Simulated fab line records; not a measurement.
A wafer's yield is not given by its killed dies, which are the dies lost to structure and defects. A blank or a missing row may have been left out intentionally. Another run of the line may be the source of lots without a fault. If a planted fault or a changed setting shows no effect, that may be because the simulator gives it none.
Chamber matching + flow sky130 + 4 sister chambers for SKY_CONTACT_ETCH_17 on rie diel-03
The step etches SiO2 in C4F8/O2/Ar, stops on Si3N4, target depth 340 nm. 4 wafers are shown with their chamber, then 7 later ones without.

## EACH WAFER AND ITS CHAMBER
| wafer  | chamber | oes product au (a.u.) |
|--------|---------|-----------------------|
| L710.3 | 1       | 0.902                 |
| L709.2 | 3       | 0.895                 |
| L714.1 | 2       | 0.894                 |
| L714.4 | 0       | 0.895                 |

## WAFERS WITH NO CHAMBER GIVEN
| wafer  | oes product au (a.u.) |
|--------|-----------------------|
| L714.5 | 0.890                 |
| L719.3 | 0.890                 |
| L719.4 | 0.881                 |
| L719.5 | 0.894                 |
| L726.1 | 0.894                 |
| L726.3 | 0.895                 |
| L726.4 | 0.894                 |

## THE CHAMBER EACH PASSED THROUGH
| wafer  | from the rows above               | in truth |
|--------|-----------------------------------|----------|
| L714.5 | can't be placed: 2 or 0 or 3 or 1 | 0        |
| L719.3 | can't be placed: 2 or 0 or 3 or 1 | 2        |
| L719.4 | can't be placed: 2 or 0 or 3 or 1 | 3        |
| L719.5 | can't be placed: 2 or 0 or 3 or 1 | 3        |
| L726.1 | can't be placed: 2 or 0 or 3 or 1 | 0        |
| L726.3 | can't be placed: 0 or 3 or 2 or 1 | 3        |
| L726.4 | can't be placed: 2 or 0 or 3 or 1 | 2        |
Correctly placed: 0 of 7. Not placeable from these rows: 7 (in 7, the candidates include the true chamber). Wrongly placed: 0.
How it was worked out, from the rows above alone: a wafer's distance from a chamber is the root of the sum, over the readings, of the square of ((its reading less the chamber's mean) divided by the reading's scatter). The wafer belongs to the nearest chamber; if the next one is less than 2 further off, it can't be placed. A chamber's mean is the mean of its shown wafers. The scatter: with one shown wafer a chamber, the root of the mean of the squares of how far each hidden wafer lies from its nearest shown one.
